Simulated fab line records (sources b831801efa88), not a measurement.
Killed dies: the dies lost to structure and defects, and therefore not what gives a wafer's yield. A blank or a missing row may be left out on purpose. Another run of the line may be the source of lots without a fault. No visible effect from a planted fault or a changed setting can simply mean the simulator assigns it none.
What tool caused it? / flow sky130 / 6 lots (18 wafers sampled), 1 step of a 708-step route

WHAT THE GAUGES READ, wafer by wafer
SKY_FIELD_ISO_BOW_MEAS_00.
lot=L832; measured=day 1 20:00; on=film metro-01; INCOMING_BOW (um)=6 -4 1
lot=L834; measured=day 2 06:01; on=film metro-03; INCOMING_BOW (um)=-10 2 6
lot=L836; measured=day 2 16:00; on=film metro-04; INCOMING_BOW (um)=-10 0 -14
lot=L838; measured=day 3 02:04; on=film metro-01; INCOMING_BOW (um)=-5 -1 -1
lot=L840; measured=day 3 12:01; on=film metro-04; INCOMING_BOW (um)=5 -8 2
lot=L846; measured=day 4 18:01; on=film metro-01; INCOMING_BOW (um)=3 9 0

WHICH TOOL RAN EACH LOT (tool, then ch and the chambers of the sampled wafers, then the start)
The record shows no process step preceding these readings.

THE ANSWER, worked out from the rows above alone
Rule: the usual values come from the lots themselves. The widest of any qualifying gaps counts: lots, ordered by their means at a reading, are off when they make up no more than a third of the lots, leave a main group of 4 or more, and stand apart from it by 3 or more times the standard deviation of that group's means. The tables above print the reading to a certain number of digits; a main group whose means all agree to those digits is not used. Also off: a lot with no number at a reading for which 4 or more lots have one. Where the step has rows for the other lots, those lots are counted as sound.
Across all readings shown, no lot is off: no conclusion can be drawn from this.

WHAT THE SIMULATOR HAD PUT IN
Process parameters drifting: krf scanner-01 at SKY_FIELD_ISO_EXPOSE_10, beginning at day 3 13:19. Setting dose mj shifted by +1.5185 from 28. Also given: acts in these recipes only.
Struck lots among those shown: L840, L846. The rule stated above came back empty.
